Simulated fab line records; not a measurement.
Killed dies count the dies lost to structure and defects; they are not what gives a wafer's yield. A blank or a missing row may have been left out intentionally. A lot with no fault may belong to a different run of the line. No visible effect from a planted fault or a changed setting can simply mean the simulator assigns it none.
fab line records	flow sky130
[record] lots = 6	wafers = 18	lastDay = 50
route steps=708 shown CAP2M@620 METAL4@621 PAD_OPEN@708
lots untouched by any fault: they come from a run of this same line in which no faults occurred
startH: the number of hours between the record's first day and the start of the first shown wafer of the lot	waitH: time in hours since the lot's previous step	" same as the row above	L1.1+2: a single row standing in for several wafers	- no value present, or no start provided	* or withheld: withheld	< > ~ a bound
route shown NAME@n: a module of which the file shows steps, and the number in the route of the first	usual: mean/standard deviation taken from wafers without a fault	same: alike in all rows	chamber/n: place in a boat	sites: per-site readings	_std_site: the standard deviation of these	_edge_site: the outer-site mean with the inner-site mean subtracted	radiusMm: for every site, how far away it sits from the centre of the wafer	mask NAME#n: copy n	behind: the most recent tool/chamber to have shaped the wafer	hold: why the lot was held/for how many hours/how that ended	device: the transistor (n, p or np) that didn't switch	end of line: the route-end tests of the same wafers	a step given without rows: its recipe and nothing more	killed: dies lost to structure and defects at the first sort, not the wafer's yield	map: the dies of a wafer, with x for killed, . for not killed, _ for no die there
set.NAME: the setting the step ran with; set.NAME@STEP: the setting that earlier step ran with	model.NAME: the simulator's own value behind a step, which no gauge read
lots seen at some steps along the route; tables by step, rows by wafer
services: when a tool's chamber went out of use (startH, in hours from the record's first day, below 0 if earlier), for how many hours, and the reason
[[steps]]
[step SKY_CAP2M_CLEAN_17]
[recipe] chemistry = O3/DIW	dry = n2Spin
[step SKY_METAL4_DEHYDRATE_05]
[recipe] tempC = 200	timeS = 60
[step SKY_METAL4_HMDS_06]
[recipe] primeTimeS = 60	primeTempC = 120
[step SKY_METAL4_COAT_07]
[recipe] resist = BARC	tempC = withheld	timeS = withheld	spinRpm = 3000	resistThkNm = 60
[step SKY_METAL4_COAT_08]
[recipe] resist = KrF-thick	spinRpm = 3000	resistThkNm = 1140
[step SKY_METAL4_SOFTBAKE_09]
[recipe] tempC = 100	timeS = 90	resist = KrF-thick
[step SKY_METAL4_EXPOSE_10]
[recipe] maskId = MM4	na = 0.68	sourceShape = annular	sigmaInner = 0.4	sigmaOuter = 0.8	targetCdNm = 300	doseMj = 28
[step SKY_METAL4_PEB_11]
[recipe] pebTempC = withheld	pebTimeS = withheld	resist = KrF-thick
[step SKY_METAL4_DEVELOP_12]
[recipe] developTimeS = 60	resist = KrF-thick	devTempC = 21
[step SKY_METAL4_CD_MEAS_13]
[recipe] targetCdNm = 300
[usual] cdNm = 299.6/1.3
lot.wafer	tool	chamber	startH	waitH	cdNm
L550.3	cdSem-02	-	988.73	-	296.6
L550.4	"	-	"	"	298.0
L550.5	"	-	"	"	297.4
L558.3	cdSem-02	-	1050.48	-	300.7
L558.4	"	-	"	"	300.9
L558.6	"	-	"	"	300.2
L560.2	cdSem-01	-	1060.41	-	300.1
L560.3	"	-	"	"	297.7
L560.6	"	-	"	"	297.4
L563.1	cdSem-01	-	1083.23	-	300.4
L563.3	"	-	"	"	300.8
L563.5	"	-	"	"	299.5
L565.1	cdSem-01	-	1092.78	-	301.0
L565.3	"	-	"	"	299.6
L565.4	"	-	"	"	298.8
L570.1	cdSem-02	-	1120.74	-	300.7
L570.5	"	-	"	"	302.6
L570.6	"	-	"	"	299.3
[step SKY_METAL4_OVL_MEAS_14]
[usual] METAL4_OVL = 6/4.9
lot.wafer	tool	chamber	startH	waitH	METAL4_OVL[nm]
L550.3	overlay-02	-	988.82	0.1	0
L550.4	"	-	"	"	1
L550.5	"	-	"	"	2
L558.3	overlay-01	-	1050.57	0.1	7
L558.4	"	-	"	"	8
L558.6	"	-	"	"	-1
L560.2	overlay-02	-	1060.52	0.1	8
L560.3	"	-	"	"	13
L560.6	"	-	"	"	14
L563.1	overlay-01	-	1083.35	0.1	13
L563.3	"	-	"	"	11
L563.5	"	-	"	"	4
L565.1	overlay-02	-	1092.90	0.1	15
L565.3	"	-	"	"	9
L565.4	"	-	"	"	8
L570.1	overlay-02	-	1120.86	0.1	3
L570.5	"	-	"	"	7
L570.6	"	-	"	"	7
[step SKY_METAL4_DESCUM_15]
[recipe] chemistry = O2	sourcePowerW = 150	biasPowerW = 0	pressureMtorr = 10	tempC = 40	timeS = 8
[usual] drypumpMotorCurrentA = 5.6/0.52	oesProductAu = 0.996/0.01
[same] timeS = 8
lot.wafer	tool	chamber	startH	waitH	drypumpMotorCurrentA	oesProductAu	rfHoursCounterH
L550.3	rieMetal-04	0	988.86	0.0	5.8	0.996	-
L550.4	"	1	"	"	5.0	0.987	-
L550.5	"	1	"	"	5.0	0.994	-
L558.3	rieMetal-01	0	1050.61	0.0	5.3	0.986	-
L558.4	"	1	"	"	6.4	0.992	-
L558.6	"	1	"	"	6.4	0.989	-
L560.2	rieMetal-03	1	1060.55	0.0	6.2	0.994	14
L560.3	"	1	"	"	6.2	0.998	-
L560.6	"	0	"	"	5.3	1.016	-
L563.1	rieMetal-03	0	1083.39	0.0	5.3	1.013	20
L563.3	"	0	"	"	5.3	1.009	-
L563.5	"	1	"	"	6.2	0.998	-
L565.1	rieMetal-03	0	1092.94	0.0	5.3	1.012	21
L565.3	"	1	"	"	6.2	0.996	-
L565.4	"	0	"	"	5.3	1.010	-
L570.1	rieMetal-04	0	1120.90	0.0	5.9	0.999	22
L570.5	"	1	"	"	5.0	0.995	-
L570.6	"	0	"	"	5.9	1.008	-
[step SKY_METAL4_ETCH_16]
[recipe] chemistry = N2/H2	target = BARC	ionEnergyEv = 200	biasW = 100	pressureMtorr = 30	n2FlowSccm = 100	h2FlowSccm = 200	icpW = 500	stopOn = SiO2	timeS = 88.2	targetDepthA = 600
[usual] biasW = 99.95/0.29	drypumpMotorCurrentA = 5.6/0.52	h2FlowSccm = 199.9/0.61	oesProductAu = 0.626/0.0045	throttleValvePct = 13.205/0.0088
[same] timeS = 88.2
lot.wafer	tool	chamber	startH	waitH	biasW	drypumpMotorCurrentA	h2FlowSccm	oesProductAu	rfHoursCounterH	throttleValvePct	model.SiO2_of_CAP2M_CVD_00.thkNm
L550.3	rieMetal-04	0	988.91	0.0	99.87	5.8	199.2	0.628	-	13.199	15.4
L550.4	"	1	"	"	99.27	5.0	199.5	0.618	-	13.217	15.58
L550.5	"	1	"	"	99.87	5.0	199.6	0.627	-	13.193	15.39
L558.3	rieMetal-01	0	1050.66	0.0	99.85	5.3	199.4	0.624	-	13.182	15.62
L558.4	"	1	"	"	100.32	6.4	199.6	0.625	-	13.198	15.57
L558.6	"	1	"	"	100.15	6.4	199.8	0.627	-	13.200	15.67
L560.2	rieMetal-03	1	1060.58	0.0	99.75	6.2	199.7	0.628	14	13.196	15.4
L560.3	"	1	"	"	99.95	6.2	199.2	0.629	-	13.199	15.44
L560.6	"	0	"	"	99.84	5.3	200.8	0.629	-	13.210	15.52
L563.1	rieMetal-03	0	1083.42	0.0	100.10	5.3	200.4	0.632	20	13.211	15.33
L563.3	"	0	"	"	99.74	5.3	199.9	0.629	-	13.198	15.41
L563.5	"	1	"	"	108.25	6.2	199.9	0.628	-	13.204	15.32
L565.1	rieMetal-03	0	1092.97	0.0	99.99	5.3	200.5	0.632	21	13.205	15.22
L565.3	"	1	"	"	108.32	6.2	199.5	0.626	-	13.211	14.88
L565.4	"	0	"	"	100.52	5.3	200.2	0.628	-	13.210	15.45
L570.1	rieMetal-04	0	1120.93	0.0	99.64	5.9	200.0	0.624	22	13.198	15.39
L570.5	"	1	"	"	99.82	5.0	199.6	0.624	-	13.201	15.4
L570.6	"	0	"	"	100.10	5.8	199.8	0.630	-	13.202	15.63
[step SKY_METAL4_ETCH_17]
[recipe] target = SiO2	stopOn = TiN	chemistry = C4F8/O2/Ar	sourceW = 1500	biasW = 1200	pressureMtorr = 40	c4f8FlowSccm = withheld	O2_flow_sccm = 6	Ar_flow_sccm = 300	timeS = 3.9	targetDepthA = 150
[usual] biasW = 1200/3.7	oesProductAu = 0.754/0.0071
[same] timeS = 3.9
lot.wafer	tool	chamber	startH	waitH	biasW	oesProductAu	rfHoursCounterH
L550.3	rieDiel-02	3	988.98	0.0	1198	0.756	12
L550.4	"	0	"	"	1195	0.764	6
L550.5	"	1	"	"	1201	0.744	-
L558.3	rieDiel-04	2	1050.73	0.0	1197	0.756	14
L558.4	"	3	"	"	1198	0.748	27
L558.6	"	1	"	"	1195	0.756	-
L560.2	rieDiel-04	2	1060.68	0.1	1200	0.757	14
L560.3	"	0	"	"	1200	0.753	13
L560.6	"	0	"	"	1199	0.760	-
L563.1	rieDiel-04	0	1083.52	0.1	1196	0.756	14
L563.3	"	2	"	"	1197	0.755	15
L563.5	"	3	"	"	1204	0.754	-
L565.1	rieDiel-04	3	1093.07	0.1	1203	0.753	29
L565.3	"	0	"	"	1206	0.744	14
L565.4	"	1	"	"	1205	0.753	27
L570.1	rieDiel-02	3	1121.03	0.1	1201	0.756	17
L570.5	"	2	"	"	1196	0.751	-
L570.6	"	3	"	"	1197	0.759	-
[step SKY_PAD_OPEN_PROBE_99]
[usual] defectLimitedYield = 82.4/1.8	killed_at_M0_to_M3 = 44/7	killed_at_M4_up = 3.2/2	killedAtContacts = 25/5.3	killedAtFrontEnd = 15/4.3	killedAtOther = 0.3/0.54	killedDies = 86/8.7	killedOpen = 47/6.4	killedShort = 39/5.6	sort_bin_3_pad_short = 0.9/0.43	sort_bin_5_function = 10.4/1.4	sort_bin_6_memory = 6.3/1.2	sortNPass = 406/8.7	sortYieldPct = 82.4/1.8
[same] grossDies = 492	killedAtBackSide = 0	sort_bin_4_leakage[%] = 0	sort_bin_8_speed[%] = 0
lot.wafer	tool	chamber	startH	waitH	defectLimitedYield[%]	killed_at_M0_to_M3	killed_at_M4_up	killedAtContacts	killedAtFrontEnd	killedAtOther	killedDies	killedOpen	killedShort	sort_bin_3_pad_short[%]	sort_bin_5_function[%]	sort_bin_6_memory[%]	sortNPass	sortYieldPct[%]
L550.3	prober-01	-	1082.50	0.2	81.1	49	5	26	12	1	93	49	44	1.8	11.4	5.7	399	81.1
L550.4	prober-01	-	1082.55	0.2	86.0	39	2	22	5	1	69	28	41	0.4	7.9	5.7	423	86.0
L550.5	prober-01	-	1082.60	0.2	83.1	38	4	29	12	0	83	42	41	0.8	8.9	7.1	409	83.1
L558.3	prober-01	-	1137.47	0.2	81.7	46	1	27	16	0	90	41	49	1.0	11.2	6.1	402	81.7
L558.4	prober-01	-	1137.52	0.2	82.9	38	3	28	15	0	84	47	36	0.2	8.9	7.9	408	82.9
L558.6	prober-01	-	1137.62	0.2	84.3	46	1	22	8	0	77	47	30	1.8	9.6	4.3	415	84.3
L563.1	prober-01	-	1166.25	0.1	83.3	50	2	18	12	0	82	46	36	1.0	9.1	6.5	410	83.3
L563.3	prober-01	-	1166.35	0.2	81.5	35	3	29	24	0	91	44	46	0.2	11.4	6.9	401	81.5
L563.5	prober-01	-	1166.45	0.2	84.8	42	2	19	12	0	75	40	35	1.0	8.7	5.5	417	84.8
L565.1	prober-02	-	1172.45	0.1	85.0	37	3	24	10	0	74	48	26	0.4	10.0	4.7	418	85.0
L565.3	prober-02	-	1172.55	0.2	81.9	34	2	27	24	2	89	52	37	1.0	12.0	5.1	403	81.9
L565.4	prober-02	-	1172.60	0.2	81.1	44	3	21	25	0	93	46	46	1.4	9.6	7.9	399	81.1
// killed by level:class
L550.3 VIA1:geometricParticle:open=13 VIA2:geometricParticle:open=10 METAL2:geometricParticle:short=8 LI_CONTACT:geometricParticle:open=7 CONTACT:geometricParticle:short=6 CONTACT:geometricParticle:open=5 VIA1:geometricParticle:short=5 LI_CONTACT:geometricParticle:short=4
L550.4 VIA1:geometricParticle:open=8 CONTACT:geometricParticle:short=7 LI_CONTACT:geometricParticle:open=6 LOCAL_INTERCONNECT:geometricParticle:short=5 METAL1:geometricParticle:short=5 METAL2:geometricParticle:short=5 VIA2:geometricParticle:short=4 VIA3:geometricParticle:open=4
L550.5 VIA3:geometricParticle:open=11 CONTACT:geometricParticle:short=8 LI_CONTACT:geometricParticle:open=7 LOCAL_INTERCONNECT:geometricParticle:short=7 VIA1:geometricParticle:open=6 CONTACT:geometricParticle:open=5 VIA2:geometricParticle:open=5 METAL2:geometricParticle:short=4
L558.3 CONTACT:geometricParticle:open=9 VIA1:geometricParticle:open=8 VIA1:geometricParticle:short=6 VIA3:geometricParticle:open=6 CONTACT:geometricParticle:short=5 POLY_GATE:geometricParticle:short=5 LI_CONTACT:geometricParticle:short=5 METAL1:geometricParticle:short=5
L558.4 CONTACT:geometricParticle:open=10 CONTACT:geometricParticle:short=7 VIA1:geometricParticle:open=7 LI_CONTACT:geometricParticle:open=6 VIA3:geometricParticle:open=6 FIELD_ISO:geometricParticle:short=5 VIA3:geometricParticle:short=5 VIA2:geometricParticle:open=5
L558.6 METAL1:geometricParticle:short=11 VIA1:geometricParticle:open=8 VIA2:geometricParticle:open=7 LI_CONTACT:geometricParticle:open=6 VIA3:geometricParticle:open=6 LOCAL_INTERCONNECT:geometricParticle:short=5 CONTACT:geometricParticle:open=5 FIELD_ISO:geometricParticle:open=4
L563.1 VIA1:geometricParticle:open=15 METAL2:geometricParticle:short=8 LI_CONTACT:geometricParticle:open=7 CONTACT:geometricParticle:open=6 POLY_GATE:geometricParticle:open=5 METAL3:geometricParticle:short=5 VIA2:geometricParticle:open=5 METAL1:geometricParticle:short=4
L563.3 CONTACT:geometricParticle:open=9 POLY_GATE:geometricParticle:open=8 METAL1:geometricParticle:short=8 FIELD_ISO:geometricParticle:open=7 LI_CONTACT:geometricParticle:open=6 LOCAL_INTERCONNECT:geometricParticle:short=6 CONTACT:geometricParticle:short=5 VIA1:geometricParticle:open=5
L563.5 VIA1:geometricParticle:open=8 METAL2:geometricParticle:short=7 LI_CONTACT:geometricParticle:open=6 CONTACT:geometricParticle:open=6 METAL3:geometricParticle:short=5 VIA2:geometricParticle:open=5 VIA3:geometricParticle:open=5 FIELD_ISO:geometricParticle:open=3
L565.1 LI_CONTACT:geometricParticle:open=10 CONTACT:geometricParticle:open=9 VIA2:geometricParticle:open=9 VIA3:geometricParticle:open=6 POLY_GATE:geometricParticle:short=4 VIA1:geometricParticle:short=4 VIA1:geometricParticle:open=4 FIELD_ISO:geometricParticle:short=3
L565.3 CONTACT:geometricParticle:open=10 FIELD_ISO:geometricParticle:open=8 VIA3:geometricParticle:open=8 CONTACT:geometricParticle:short=7 VIA2:geometricParticle:open=7 METAL2:geometricParticle:short=6 FIELD_ISO:geometricParticle:short=5 POLY_GATE:geometricParticle:short=5
L565.4 VIA1:geometricParticle:open=9 POLY_GATE:geometricParticle:short=8 METAL2:geometricParticle:short=8 CONTACT:geometricParticle:open=8 FIELD_ISO:geometricParticle:short=7 LI_CONTACT:geometricParticle:open=6 VIA1:geometricParticle:short=6 METAL1:geometricParticle:short=5
[[services]]
tool	chamber	startH	hours	kind
rieMetal-04	-	971.70	0.7	repair
rieDiel-02	2	981.65	3.0	repair
rieDiel-02	1	1019.65	4.6	repair
rieMetal-04	-	1035.26	28.1	pm
rieDiel-02	0	1039.83	11.7	repair
rieDiel-04	1	1054.43	4.0	repair
rieMetal-01	-	1070.72	2.3	repair
rieDiel-04	2	1075.18	4.4	repair
rieDiel-02	3	1082.13	5.0	repair
rieDiel-04	3	1086.63	4.6	repair
rieMetal-01	-	1093.64	2.8	pm
[[key]]
[firstSign] step = SKY_METAL4_ETCH_16	reading = biasW	direction = up	sigmas = 29	usual = 99.95	struck = 108.29
effect none on later readings
[modelEffect] step = SKY_METAL4_ETCH_16	value = SiO2_of_CAP2M_CVD_00.thkNm	without = 15.26	struck = 15.1
metAt SKY_METAL4_ETCH_16
struckWafers L563.5,L565.3
onsetBetween 1060.58 1083.42
[fault] kind = processParameterDrift	tool = rieMetal-03	chamber = 1	onsetH = 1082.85	steps = SKY_METAL4_ETCH_16	channel = biasW	offset = 8.1897	shape = step	endH = 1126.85	actsIn = theseRecipesOnly	stated = 100
